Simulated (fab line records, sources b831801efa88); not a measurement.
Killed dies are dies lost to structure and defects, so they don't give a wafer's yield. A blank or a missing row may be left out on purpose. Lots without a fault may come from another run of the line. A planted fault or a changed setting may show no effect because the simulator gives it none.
Which tool did it? | flow gf180mcu | 6 lots, 17 wafers sampled, at 4 steps of a route of 602

WHAT THE GAUGES READ, wafer by wafer
GF_SALICIDE_RS_MEAS_04: measures by four-point-probe.
lot  | measured     | on            | SALICIDE_TIN_RS (ohm/sq)
L620 | day 15 12:34 | film_metro-02 | 16.6 16.8 16.7
L624 | day 17 04:38 | film_metro-04 | 16.0 16.3 16.5
L626 | day 17 21:14 | film_metro-02 | 16.6 16.5 16.4
L633 | day 20 06:22 | film_metro-04 | 15.7 26.7
L636 | day 21 05:55 | film_metro-02 | 16.4 15.8 16.3
L639 | day 22 05:23 | film_metro-02 | 16.0 16.3 16.0

WHICH TOOL RAN EACH LOT (tool, then ch and the chambers of the sampled wafers, then the start)
lot  | GF_SAB_ETCH_11                     | GF_SAB_STRIP_13                      | GF_SALICIDE_SPUTTER_02
L620 | rie_diel-01 ch 0,1, day 15 12:09   | plasma_asher-01 ch 1, day 15 12:19   | pvd_sputter-04, day 15 12:30
L624 | rie_diel-01 ch 1,2,3, day 17 04:12 | plasma_asher-04 ch 0,1, day 17 04:23 | pvd_sputter-04, day 17 04:32
L626 | rie_diel-01 ch 0,1,3, day 17 20:49 | plasma_asher-04 ch 0,1, day 17 20:58 | pvd_sputter-02, day 17 21:09
L633 | rie_diel-01 ch 0,1, day 20 05:59   | plasma_asher-04 ch 1, day 20 06:08   | pvd_sputter-02, day 20 06:19
L636 | rie_diel-02 ch 1,3, day 21 05:29   | plasma_asher-04 ch 1, day 21 05:38   | pvd_sputter-04, day 21 05:52
L639 | rie_diel-02 ch 0,2,3, day 22 04:59 | plasma_asher-03 ch 0,1, day 22 05:08 | pvd_sputter-04, day 22 05:19
- GF_SAB_ETCH_11: etches SiO2 in C4F8/O2/Ar, target depth 55 nm, time 8.5 s.
- GF_SAB_STRIP_13: strips in O2/N2.
- GF_SALICIDE_SPUTTER_02: material Co, target thk 10 nm, time 20 s.

THE ANSWER, worked out from the rows above alone
Rule: what is usual is taken from the lots themselves. Put in order of their means at a reading, lots are off if they are a third of the lots or fewer, leave a main group of 4 or more, and stand apart from it by a gap of 3 or more times the standard deviation of the main group's means; of several such gaps the widest counts. A main group whose means are all the same, to the digits that the tables above print for the reading, isn't used. A lot without any number at a reading at which 4 lots or more have one is off too. The other lots that the step has rows for count as sound.
Off: L633, at GF_SALICIDE_RS_MEAS_04 (SALICIDE_TIN_RS). The main group: mean 16.3 ohm/sq, standard deviation 0.22.
A tool fits if, at a process step before that reading, it ran every lot that is off, and no sound lot after the first of them. The gauges at GF_SALICIDE_RS_MEAS_04 are tried like those tools. Can't be told from this: 3 tools fit, rie_diel-01 at GF_SAB_ETCH_11, pvd_sputter-02 at GF_SALICIDE_SPUTTER_02, film_metro-04 at GF_SALICIDE_RS_MEAS_04.

WHAT THE SIMULATOR HAD PUT IN
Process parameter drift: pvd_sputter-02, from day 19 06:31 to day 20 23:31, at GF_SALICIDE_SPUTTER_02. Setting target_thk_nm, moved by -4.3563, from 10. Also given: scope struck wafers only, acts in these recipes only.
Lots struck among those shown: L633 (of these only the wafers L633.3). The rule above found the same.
